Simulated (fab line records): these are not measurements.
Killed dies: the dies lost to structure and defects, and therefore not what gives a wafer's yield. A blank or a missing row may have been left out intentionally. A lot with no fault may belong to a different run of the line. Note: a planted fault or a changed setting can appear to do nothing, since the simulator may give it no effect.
Which tool is to blame? | flow sky130 | Sampling: 24 lots, 72 wafers, 4 of 708 route steps

WHAT THE GAUGES READ, wafer by wafer
SKY_VT_ADJUST_HVTP_CD_MEAS_07 targets a cd of 380 nm. Usual: cd nm at 379.6 nm, with a standard deviation of 1.8.
lot  | measured     | on        | cd nm (nm)        | flag
L074 | day 6 13:23  | cd sem-01 | 378.3 381.3 379.2 |
L075 | day 6 14:13  | cd sem-02 | 380.0 379.2 382.5 |
L076 | day 6 21:50  | cd sem-01 | 375.6 376.2 378.1 |
L077 | day 6 22:08  | cd sem-02 | 382.0 383.2 380.1 |
L078 | day 7 06:19  | cd sem-01 | 379.2 379.3 378.7 |
L079 | day 7 10:47  | cd sem-02 | 378.2 376.8 380.5 |
L081 | day 7 22:17  | cd sem-01 | 377.4 378.2 380.6 |
L080 | day 8 00:14  | cd sem-02 | 379.0 378.4 378.7 |
L082 | day 8 05:07  | cd sem-01 | 382.5 381.7 380.5 |
L083 | day 8 13:38  | cd sem-01 | 381.2 380.1 379.9 |
L084 | day 8 19:20  | cd sem-01 | 380.1 378.2 379.1 |
L085 | day 9 01:03  | cd sem-01 | 377.8 379.4 378.2 |
L086 | day 9 08:41  | cd sem-01 | 380.7 380.5 382.9 |
L087 | day 9 13:10  | cd sem-02 | 379.4 381.4 380.2 |
L088 | day 9 19:44  | cd sem-01 | 377.4 379.3 377.3 |
L089 | day 10 03:13 | cd sem-02 | 380.7 383.3 380.3 |
L090 | day 10 10:08 | cd sem-01 | 382.7 381.6 382.5 |
L091 | day 10 14:22 | cd sem-02 | 376.4 376.6 377.2 |
L092 | day 10 19:53 | cd sem-01 | 381.5 380.4 380.8 |
L093 | day 11 03:28 | cd sem-02 | 378.2 378.0 379.0 |
L094 | day 11 09:02 | cd sem-02 | 379.2 378.6 380.8 |
L095 | day 11 20:58 | cd sem-02 | 379.4 381.0 376.6 |
L096 | day 12 00:28 | cd sem-02 | 378.0 377.0 378.7 |
L097 | day 12 08:45 | cd sem-02 | 379.9 378.0 380.1 |

SKY_VT_ADJUST_LVTN_OVL_MEAS_18. Usual: VT_ADJUST_LVTN_01_OVL -0.1 nm, standard deviation 1.4.
lot  | measured     | on         | VT_ADJUST_LVTN_01_OVL (nm) | flag
L074 | day 8 04:13  | overlay-02 | -1.1 -2.0 -0.3             |
L075 | day 8 05:51  | overlay-02 | -2.0 -2.1 -2.4             |
L076 | day 8 14:14  | overlay-01 | -0.3 -1.6 0.0              |
L077 | day 8 14:43  | overlay-02 | 0.0 -0.6 0.0               |
L078 | day 9 00:05  | overlay-01 | 1.2 2.6 2.3                |
L079 | day 9 04:05  | overlay-02 | 0.5 1.1 0.2                |
L081 | day 9 16:38  | overlay-01 | -1.4 0.1 0.1               |
L080 | day 9 18:46  | overlay-01 | 0.8 1.9 1.8                |
L082 | day 10 00:29 | overlay-01 | 0.4 1.8 1.3                |
L083 | day 10 09:49 | overlay-02 | -3.2 -2.7 -1.3             |
L084 | day 10 16:02 | overlay-02 | -1.0 -1.1 -0.4             |
L085 | day 10 22:24 | overlay-02 | 0.4 -3.1 -0.7              |
L086 | day 11 05:20 | overlay-01 | -0.4 -0.5 -0.9             |
L087 | day 11 11:34 | overlay-02 | 0.4 3.3 2.1                |
L088 | day 11 16:35 | overlay-02 | -1.0 -0.6 0.6              |
L089 | day 12 01:41 | overlay-01 | 0.6 -0.4 0.4               |
L090 | day 12 10:29 | overlay-01 | 0.4 1.9 -0.1               |
L091 | day 12 13:31 | overlay-01 | -0.9 -1.6 0.5              |
L092 | day 12 19:35 | overlay-01 | 0.4 -0.3 1.6               |
L093 | day 13 02:58 | overlay-02 | 1.6 0.9 -1.3               |
L094 | day 13 10:11 | overlay-02 | -0.3 -1.3 -2.4             |
L095 | day 13 22:41 | overlay-02 | -0.7 -1.7 -1.4             |
L096 | day 14 02:44 | overlay-01 | 0.9 0.0 -1.7               |
L097 | day 14 11:35 | overlay-01 | -1.1 -1.8 0.6              |

TOOL THAT RAN EACH LOT (tool first, then ch and the chambers of the sampled wafers, then the start)
lot  | SKY_FIELD_ISO_ETCH_15             | SKY_FIELD_ISO_CMP_27
L074 | rie diel-02 ch 2,3, day 2 06:35   | cmp-01 ch 0,1,2, day 2 14:49
L075 | rie diel-02 ch 0,1, day 2 10:05   | cmp-02 ch 0,1,3, day 2 19:17
L076 | rie diel-03 ch 1,2, day 2 15:28   | cmp-01 ch 0,2, day 3 03:46
L077 | rie diel-01 ch 0,1,2, day 2 20:11 | cmp-02 ch 1,3, day 3 03:53
L078 | rie diel-01 ch 0,1, day 3 02:05   | cmp-02 ch 0,3, day 3 07:49
L079 | rie diel-02 ch 0,2,3, day 3 09:20 | cmp-02 ch 1,2, day 3 12:43
L081 | rie diel-03 ch 0,1,2, day 3 18:19 | cmp-02 ch 1,2,3, day 3 21:44
L080 | rie diel-02 ch 2,3, day 3 18:50   | cmp-01 ch 1,3, day 3 23:14
L082 | rie diel-02 ch 2,3, day 3 23:17   | cmp-01 ch 1,3, day 4 04:16
L083 | rie diel-01 ch 1,3, day 4 04:23   | cmp-01 ch 0,1,2, day 4 09:55
L084 | rie diel-01 ch 1,2, day 4 10:29   | cmp-02 ch 0,2,3, day 4 14:28
L085 | rie diel-02 ch 0,2,3, day 4 13:05 | cmp-02 ch 1,2,3, day 4 21:27
L086 | rie diel-01 ch 1,2,3, day 4 19:38 | cmp-02 ch 1,2,3, day 5 01:22
L087 | rie diel-03 ch 1,2, day 5 00:50   | cmp-01 ch 2,3, day 5 06:09
L088 | rie diel-03 ch 0,1,3, day 5 06:07 | cmp-02 ch 0,2,3, day 5 10:44
L089 | rie diel-01 ch 1,3, day 5 11:05   | cmp-01 ch 1,2, day 5 17:08
L090 | rie diel-02 ch 1,2,3, day 5 17:34 | cmp-01 ch 2,3, day 5 21:28
L091 | rie diel-02 ch 1,2,3, day 5 22:22 | cmp-01 ch 0,3, day 6 02:36
L092 | rie diel-03 ch 0,1,2, day 6 02:34 | cmp-02 ch 1,2,3, day 6 06:28
L093 | rie diel-03 ch 0,1,3, day 6 09:23 | cmp-01 ch 1,2,3, day 6 12:52
L094 | rie diel-03 ch 0,3, day 6 14:05   | cmp-01 ch 0,1,2, day 6 18:10
L095 | rie diel-03 ch 1,2,3, day 6 18:41 | cmp-02 ch 1,2, day 7 00:56
L096 | rie diel-01 ch 0,1,3, day 6 22:38 | cmp-01 ch 0,3, day 7 06:23
L097 | rie diel-02 ch 1,2,3, day 7 07:26 | cmp-02 ch 2,3, day 7 12:09
- SKY_FIELD_ISO_ETCH_15: etches the open film in CHF3/O2, stops on Si, target depth 180 nm, time 72 s.
- SKY_FIELD_ISO_CMP_27: polishes, stops on Si3N4, t overpolish 16 s, target thk 457.8 nm.

AS READ BY THE TOOLS THEMSELVES (means over the sampled wafers that have a number; for cases with no such wafer, the mark the record gives instead)
SKY_FIELD_ISO_ETCH_15. Usual: bias w 200.0 W, standard deviation 0.54; chf3 flow sccm 49.99 sccm, standard deviation 0.16; drypump motor current A 5.7 A, standard deviation 0.41; oes product au 0.946 a.u., standard deviation 0.0078; throttle valve pct 8.846 %, standard deviation 0.01.
lot  | tool        | bias w (W) | chf3 flow sccm (sccm) | drypump motor current A (A) | oes product au (a.u.) | throttle valve pct (%) | flag
L074 | rie diel-02 | 200.0      | 50.15                 | 5.6                         | 0.952                 | 8.856                  |
L075 | rie diel-02 | 200.1      | 50.09                 | 5.3                         | 0.955                 | 8.860                  |
L076 | rie diel-03 | 200.6      | 49.87                 | 6.0                         | 0.940                 | 8.844                  |
L077 | rie diel-01 | 200.5      | 50.01                 | 6.3                         | 0.955                 | 8.840                  |
L078 | rie diel-01 | 200.3      | 49.99                 | 6.2                         | 0.948                 | 8.854                  |
L079 | rie diel-02 | 200.2      | 49.98                 | 5.5                         | 0.943                 | 8.849                  |
L081 | rie diel-03 | 199.8      | 50.07                 | 5.7                         | 0.944                 | 8.842                  |
L080 | rie diel-02 | 199.7      | 50.03                 | 5.7                         | 0.939                 | 8.851                  |
L082 | rie diel-02 | 200.1      | 50.02                 | 5.7                         | 0.945                 | 8.850                  |
L083 | rie diel-01 | 200.0      | 50.09                 | 5.7                         | 0.951                 | 8.835                  |
L084 | rie diel-01 | 200.1      | 49.88                 | 6.0                         | 0.949                 | 8.839                  |
L085 | rie diel-02 | 199.8      | 50.12                 | 5.5                         | 0.956                 | 8.855                  |
L086 | rie diel-01 | 199.8      | 49.93                 | 5.7                         | 0.949                 | 8.846                  |
L087 | rie diel-03 | 200.0      | 50.02                 | 5.9                         | 0.949                 | 8.851                  |
L088 | rie diel-03 | 199.5      | 50.15                 | 5.7                         | 0.940                 | 8.838                  |
L089 | rie diel-01 | 200.2      | 49.94                 | 5.4                         | 0.949                 | 8.860                  |
L090 | rie diel-02 | 200.2      | 50.06                 | 5.7                         | 0.942                 | 8.847                  |
L091 | rie diel-02 | 200.3      | 50.01                 | 5.7                         | 0.949                 | 8.849                  |
L092 | rie diel-03 | 200.6      | 50.00                 | 5.7                         | 0.945                 | 8.846                  |
L093 | rie diel-03 | 199.7      | 50.17                 | 5.7                         | 0.940                 | 8.835                  |
L094 | rie diel-03 | 200.2      | 50.04                 | 5.6                         | 0.940                 | 8.844                  |
L095 | rie diel-03 | 200.2      | 49.98                 | 6.0                         | 0.940                 | 8.839                  |
L096 | rie diel-01 | 200.2      | 49.91                 | 5.9                         | 0.947                 | 8.845                  |
L097 | rie diel-02 | 199.7      | 49.94                 | 5.7                         | 0.948                 | 8.846                  |

SKY_FIELD_ISO_CMP_27. Usual: motor current A 11.7 A, standard deviation 1.2; overpolish run s 15.999 s, standard deviation 0.0095; time to endpoint s 110 s, standard deviation 4.4.
lot  | tool   | motor current A (A) | overpolish run s (s) | time to endpoint s (s) | flag
L074 | cmp-01 | 11.7                | 15.994               | 109                    |
L075 | cmp-02 | 10.7                | 16.004               | 112                    |
L076 | cmp-01 | 12.0                | 16.000               | 110                    |
L077 | cmp-02 | 11.1                | 16.006               | 110                    |
L078 | cmp-02 | 10.9                | 16.004               | 111                    |
L079 | cmp-02 | 12.2                | 16.001               | 109                    |
L081 | cmp-02 | 12.0                | 15.998               | 108                    |
L080 | cmp-01 | 12.7                | 15.993               | 115                    |
L082 | cmp-01 | 12.9                | 16.002               | 113                    |
L083 | cmp-01 | 11.2                | 15.994               | 109                    |
L084 | cmp-02 | 11.6                | 15.995               | 106                    |
L085 | cmp-02 | 11.6                | 15.987               | 109                    |
L086 | cmp-02 | 11.8                | 15.997               | 105                    |
L087 | cmp-01 | 13.1                | 15.999               | 109                    |
L088 | cmp-02 | 11.5                | 15.998               | 105                    |
L089 | cmp-01 | 12.6                | 15.984               | 110                    |
L090 | cmp-01 | 12.7                | 16.000               | 108                    |
L091 | cmp-01 | 10.5                | 16.006               | 115                    |
L092 | cmp-02 | 11.4                | 15.999               | 113                    |
L093 | cmp-01 | 12.9                | 15.995               | 114                    |
L094 | cmp-01 | 11.7                | 15.994               | 112                    |
L095 | cmp-02 | 11.7                | 16.004               | 108                    |
L096 | cmp-01 | 12.0                | 16.006               | 113                    |
L097 | cmp-02 | 11.8                | 16.004               | 106                    |

THE ANSWER, worked out from the rows above alone
Rule: a lot is off if the mean of its wafers that have a number lies more than 3 standard deviations from the usual mean. A lot without any number at a reading at which 4 lots or more have one is off too. All remaining lots with rows at the step are treated as sound. After the gauges, taken in route order, come the tools' own readings; for these a lot's mean is taken, as printed above. At the first step where some lot is off, the reading lying furthest off is the one used; lots without a number count as furthest.
Across all readings shown, no lot is off: no conclusion can be drawn from this.

WHAT THE SIMULATOR HAD PUT IN
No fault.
